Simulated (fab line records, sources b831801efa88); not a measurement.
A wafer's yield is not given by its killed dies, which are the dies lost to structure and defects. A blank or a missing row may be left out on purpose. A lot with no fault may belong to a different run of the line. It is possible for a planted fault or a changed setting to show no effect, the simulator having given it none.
What tool caused it? :: flow sky130 :: Sampling: 15 lots, 43 wafers, 5 of 708 route steps

== WHAT EACH GAUGE READ, for each wafer ==
SKY_VIA3_THK_MEAS_01. Usual: for VIA3_HDPCVD_THK the level is 1626 nm and the standard deviation is 17.
lot: L718
measured: day 39 01:46
on: filmMetro-03
VIA3_HDPCVD_THK (nm): 1641 1618 1606
flag: 

lot: L719
measured: day 39 13:50
on: filmMetro-02
VIA3_HDPCVD_THK (nm): 1639 1599 1603
flag: 

lot: L720
measured: day 39 20:43
on: filmMetro-02
VIA3_HDPCVD_THK (nm): 1619 1627 1642
flag: 

lot: L721
measured: day 40 02:02
on: filmMetro-02
VIA3_HDPCVD_THK (nm): 674 1628
flag: OFF

lot: L722
measured: day 40 07:47
on: filmMetro-04
VIA3_HDPCVD_THK (nm): 671 1624 713
flag: OFF

lot: L723
measured: day 40 22:28
on: filmMetro-02
VIA3_HDPCVD_THK (nm): 667 667
flag: OFF

lot: L731
measured: day 43 06:43
on: filmMetro-03
VIA3_HDPCVD_THK (nm): 1618 1605 1608
flag: 

lot: L732
measured: day 43 15:55
on: filmMetro-02
VIA3_HDPCVD_THK (nm): 1608 1628 1607
flag: 

lot: L733
measured: day 43 16:36
on: filmMetro-04
VIA3_HDPCVD_THK (nm): 1640 1620 1647
flag: 

lot: L734
measured: day 43 23:40
on: filmMetro-03
VIA3_HDPCVD_THK (nm): 1611 1610 1636
flag: 

lot: L735
measured: day 44 05:04
on: filmMetro-02
VIA3_HDPCVD_THK (nm): 1618 1624 1647
flag: 

lot: L736
measured: day 44 16:42
on: filmMetro-04
VIA3_HDPCVD_THK (nm): 1635 1621 1639
flag: 

lot: L738
measured: day 45 13:56
on: filmMetro-04
VIA3_HDPCVD_THK (nm): 1653 1637 1620
flag: 

lot: L739
measured: day 45 14:04
on: filmMetro-03
VIA3_HDPCVD_THK (nm): 1644 1652 1629
flag: 

lot: L740
measured: day 45 19:01
on: filmMetro-02
VIA3_HDPCVD_THK (nm): 1638 1652 1659
flag: 

SKY_VIA3_CD_MEAS_12: target cd 200 nm. Usual: cdNm reads 200.2 nm (standard deviation 1.9).
lot: L718
measured: day 40 03:59
on: cdSem-02
cdNm (nm): 201.6 200.8 199.7
flag: 

lot: L719
measured: day 40 15:16
on: cdSem-02
cdNm (nm): 200.3 197.8 198.8
flag: 

lot: L720
measured: day 40 22:25
on: cdSem-01
cdNm (nm): 198.6 200.0 200.9
flag: 

lot: L721
measured: day 41 03:38
on: cdSem-01
cdNm (nm): 194.8 193.2
flag: OFF

lot: L722
measured: day 41 08:59
on: cdSem-02
cdNm (nm): 200.1 201.0 200.7
flag: 

lot: L723
measured: day 41 23:23
on: cdSem-02
cdNm (nm): 201.1 199.8
flag: 

lot: L731
measured: day 44 05:50
on: cdSem-02
cdNm (nm): 200.5 200.7 200.8
flag: 

lot: L732
measured: day 44 14:11
on: cdSem-01
cdNm (nm): 201.1 201.1 200.0
flag: 

lot: L733
measured: day 44 16:22
on: cdSem-01
cdNm (nm): 198.2 201.2 199.7
flag: 

lot: L734
measured: day 44 22:58
on: cdSem-02
cdNm (nm): 200.7 200.7 199.7
flag: 

lot: L735
measured: day 45 09:10
on: cdSem-02
cdNm (nm): 202.4 202.2 202.5
flag: 

lot: L736
measured: day 45 14:21
on: cdSem-02
cdNm (nm): 199.5 199.7 199.8
flag: 

lot: L738
measured: day 46 12:07
on: cdSem-02
cdNm (nm): 202.6 203.6 203.6
flag: 

lot: L739
measured: day 46 12:22
on: cdSem-02
cdNm (nm): 198.1 199.4 198.8
flag: 

lot: L740
measured: day 46 16:26
on: cdSem-01
cdNm (nm): 199.1 200.4 201.0
flag: 

== WHAT TOOL EACH LOT RAN ON (gives the tool, then ch and the chambers of the sampled wafers, and finally the start) ==
lot: L718
SKY_VIA2_SPUTTER_20: pvdSputter-03, day 36 19:17
SKY_METAL3_SPUTTER_00: pvdSputter-04, day 36 19:57
SKY_VIA3_HDPCVD_00: hdpcvd-01 ch 1,2, day 39 01:35

lot: L719
SKY_VIA2_SPUTTER_20: pvdSputter-01, day 37 06:13
SKY_METAL3_SPUTTER_00: pvdSputter-04, day 37 06:53
SKY_VIA3_HDPCVD_00: hdpcvd-02 ch 0,2, day 39 13:40

lot: L720
SKY_VIA2_SPUTTER_20: pvdSputter-02, day 37 14:47
SKY_METAL3_SPUTTER_00: pvdSputter-04, day 37 15:27
SKY_VIA3_HDPCVD_00: hdpcvd-02 ch 0,1,2, day 39 20:33

lot: L721
SKY_VIA2_SPUTTER_20: pvdSputter-02, day 37 19:07
SKY_METAL3_SPUTTER_00: pvdSputter-01, day 37 19:47
SKY_VIA3_HDPCVD_00: hdpcvd-02 ch 1, day 40 01:51

lot: L722
SKY_VIA2_SPUTTER_20: pvdSputter-03, day 38 01:58
SKY_METAL3_SPUTTER_00: pvdSputter-01, day 38 02:38
SKY_VIA3_HDPCVD_00: hdpcvd-02 ch 1,2, day 40 07:37

lot: L723
SKY_VIA2_SPUTTER_20: pvdSputter-02, day 38 17:34
SKY_METAL3_SPUTTER_00: pvdSputter-04, day 38 18:14
SKY_VIA3_HDPCVD_00: hdpcvd-02 ch 0,1, day 40 22:17

lot: L731
SKY_VIA2_SPUTTER_20: pvdSputter-02, day 41 02:36
SKY_METAL3_SPUTTER_00: pvdSputter-01, day 41 03:17
SKY_VIA3_HDPCVD_00: hdpcvd-02 ch 0,2, day 43 06:32

lot: L732
SKY_VIA2_SPUTTER_20: pvdSputter-03, day 41 13:50
SKY_METAL3_SPUTTER_00: pvdSputter-03, day 41 14:31
SKY_VIA3_HDPCVD_00: hdpcvd-02 ch 0,1,2, day 43 15:44

lot: L733
SKY_VIA2_SPUTTER_20: pvdSputter-01, day 41 14:20
SKY_METAL3_SPUTTER_00: pvdSputter-01, day 41 15:00
SKY_VIA3_HDPCVD_00: hdpcvd-01 ch 0,2, day 43 16:26

lot: L734
SKY_VIA2_SPUTTER_20: pvdSputter-03, day 41 21:20
SKY_METAL3_SPUTTER_00: pvdSputter-03, day 41 22:06
SKY_VIA3_HDPCVD_00: hdpcvd-01 ch 0,1,2, day 43 23:29

lot: L735
SKY_VIA2_SPUTTER_20: pvdSputter-03, day 42 03:29
SKY_METAL3_SPUTTER_00: pvdSputter-01, day 42 04:09
SKY_VIA3_HDPCVD_00: hdpcvd-02 ch 0,2, day 44 04:52

lot: L736
SKY_VIA2_SPUTTER_20: pvdSputter-01, day 42 15:11
SKY_METAL3_SPUTTER_00: pvdSputter-03, day 42 15:52
SKY_VIA3_HDPCVD_00: hdpcvd-02 ch 0,1,2, day 44 16:31

lot: L738
SKY_VIA2_SPUTTER_20: pvdSputter-03, day 43 12:13
SKY_METAL3_SPUTTER_00: pvdSputter-04, day 43 12:53
SKY_VIA3_HDPCVD_00: hdpcvd-02 ch 0,1,2, day 45 13:46

lot: L739
SKY_VIA2_SPUTTER_20: pvdSputter-01, day 43 13:49
SKY_METAL3_SPUTTER_00: pvdSputter-03, day 43 14:29
SKY_VIA3_HDPCVD_00: hdpcvd-01 ch 0,2, day 45 13:53

lot: L740
SKY_VIA2_SPUTTER_20: pvdSputter-01, day 43 20:46
SKY_METAL3_SPUTTER_00: pvdSputter-04, day 43 21:26
SKY_VIA3_HDPCVD_00: hdpcvd-01 ch 0,1,2, day 45 18:55
- SKY_VIA2_SPUTTER_20: material TiN, target thk 20 nm, time 80 s.
- SKY_METAL3_SPUTTER_00: material Ti, target thk 15 nm, time 10 s.
- SKY_VIA3_HDPCVD_00: deposits SiO2, target thk 1635 nm, time 272.5 s.

== AS READ BY THE TOOLS THEMSELVES (means over the sampled wafers that have a number; for cases with no such wafer, the mark the record gives instead) ==
SKY_VIA2_SPUTTER_20. Usual: throttleValvePct reads 29.7 % (standard deviation 1.1).
lot: L718
tool: pvdSputter-03
throttleValvePct (%): 30.4
flag: 

lot: L719
tool: pvdSputter-01
throttleValvePct (%): 29.7
flag: 

lot: L720
tool: pvdSputter-02
throttleValvePct (%): 28.5
flag: 

lot: L721
tool: pvdSputter-02
throttleValvePct (%): 27.7
flag: 

lot: L722
tool: pvdSputter-03
throttleValvePct (%): 30.1
flag: 

lot: L723
tool: pvdSputter-02
throttleValvePct (%): 27.6
flag: 

lot: L731
tool: pvdSputter-02
throttleValvePct (%): 30.1
flag: 

lot: L732
tool: pvdSputter-03
throttleValvePct (%): 30.6
flag: 

lot: L733
tool: pvdSputter-01
throttleValvePct (%): 30.2
flag: 

lot: L734
tool: pvdSputter-03
throttleValvePct (%): 30.4
flag: 

lot: L735
tool: pvdSputter-03
throttleValvePct (%): 30.2
flag: 

lot: L736
tool: pvdSputter-01
throttleValvePct (%): 29.8
flag: 

lot: L738
tool: pvdSputter-03
throttleValvePct (%): 30.0
flag: 

lot: L739
tool: pvdSputter-01
throttleValvePct (%): 29.9
flag: 

lot: L740
tool: pvdSputter-01
throttleValvePct (%): 29.8
flag: 

SKY_METAL3_SPUTTER_00. Usual: throttleValvePct reads 30.0 % (standard deviation 0.67).
lot: L718
tool: pvdSputter-04
throttleValvePct (%): 29.3
flag: 

lot: L719
tool: pvdSputter-04
throttleValvePct (%): 29.7
flag: 

lot: L720
tool: pvdSputter-04
throttleValvePct (%): 29.5
flag: 

lot: L721
tool: pvdSputter-01
throttleValvePct (%): 29.6
flag: 

lot: L722
tool: pvdSputter-01
throttleValvePct (%): 30.5
flag: 

lot: L723
tool: pvdSputter-04
throttleValvePct (%): 29.2
flag: 

lot: L731
tool: pvdSputter-01
throttleValvePct (%): 30.0
flag: 

lot: L732
tool: pvdSputter-03
throttleValvePct (%): 30.5
flag: 

lot: L733
tool: pvdSputter-01
throttleValvePct (%): 30.4
flag: 

lot: L734
tool: pvdSputter-03
throttleValvePct (%): 30.5
flag: 

lot: L735
tool: pvdSputter-01
throttleValvePct (%): 30.2
flag: 

lot: L736
tool: pvdSputter-03
throttleValvePct (%): 30.3
flag: 

lot: L738
tool: pvdSputter-04
throttleValvePct (%): 29.5
flag: 

lot: L739
tool: pvdSputter-03
throttleValvePct (%): 30.4
flag: 

lot: L740
tool: pvdSputter-04
throttleValvePct (%): 29.8
flag: 

SKY_VIA3_HDPCVD_00. Usual: sih4FlowSccm 60.01 sccm, standard deviation 0.16; susceptorTempC 399.99 C, standard deviation 0.23.
lot: L718
tool: hdpcvd-01
sih4FlowSccm (sccm): 59.95
susceptorTempC (C): 399.82
flag: 

lot: L719
tool: hdpcvd-02
sih4FlowSccm (sccm): 59.97
susceptorTempC (C): 399.85
flag: 

lot: L720
tool: hdpcvd-02
sih4FlowSccm (sccm): 60.06
susceptorTempC (C): 399.67
flag: 

lot: L721
tool: hdpcvd-02
sih4FlowSccm (sccm): 60.14
susceptorTempC (C): 400.05
flag: 

lot: L722
tool: hdpcvd-02
sih4FlowSccm (sccm): 59.98
susceptorTempC (C): 399.98
flag: 

lot: L723
tool: hdpcvd-02
sih4FlowSccm (sccm): 59.89
susceptorTempC (C): 400.02
flag: 

lot: L731
tool: hdpcvd-02
sih4FlowSccm (sccm): 60.09
susceptorTempC (C): 399.96
flag: 

lot: L732
tool: hdpcvd-02
sih4FlowSccm (sccm): 60.16
susceptorTempC (C): 399.89
flag: 

lot: L733
tool: hdpcvd-01
sih4FlowSccm (sccm): 59.96
susceptorTempC (C): 399.92
flag: 

lot: L734
tool: hdpcvd-01
sih4FlowSccm (sccm): 60.01
susceptorTempC (C): 400.06
flag: 

lot: L735
tool: hdpcvd-02
sih4FlowSccm (sccm): 59.81
susceptorTempC (C): 399.96
flag: 

lot: L736
tool: hdpcvd-02
sih4FlowSccm (sccm): 60.03
susceptorTempC (C): 399.88
flag: 

lot: L738
tool: hdpcvd-02
sih4FlowSccm (sccm): 59.93
susceptorTempC (C): 400.30
flag: 

lot: L739
tool: hdpcvd-01
sih4FlowSccm (sccm): 60.02
susceptorTempC (C): 399.79
flag: 

lot: L740
tool: hdpcvd-01
sih4FlowSccm (sccm): 60.09
susceptorTempC (C): 399.88
flag: 

== THE ANSWER, worked out from the rows above alone ==
Rule: take the mean of a lot's wafers that have a number; if it is more than 3 standard deviations from the usual mean, the lot is off. A lot without any number at a reading at which 4 lots or more have one is off too. All remaining lots with rows at the step are treated as sound. First the gauges in route order, then the tools' own readings, where a lot's mean is used as printed above. At the first step where some lot is off, the reading lying furthest off is the one used; lots without a number count as furthest.
Off: at SKY_VIA3_THK_MEAS_01 (VIA3_HDPCVD_THK), L721, L722, L723.
A tool fits if, at a process step before that reading, it ran every lot that is off, and no sound lot after the first of them. Those tools and the gauges at SKY_VIA3_THK_MEAS_01 are tried in the same way. No candidate that was tried fits.

== WHAT WAS PUT IN BY THE SIMULATOR ==
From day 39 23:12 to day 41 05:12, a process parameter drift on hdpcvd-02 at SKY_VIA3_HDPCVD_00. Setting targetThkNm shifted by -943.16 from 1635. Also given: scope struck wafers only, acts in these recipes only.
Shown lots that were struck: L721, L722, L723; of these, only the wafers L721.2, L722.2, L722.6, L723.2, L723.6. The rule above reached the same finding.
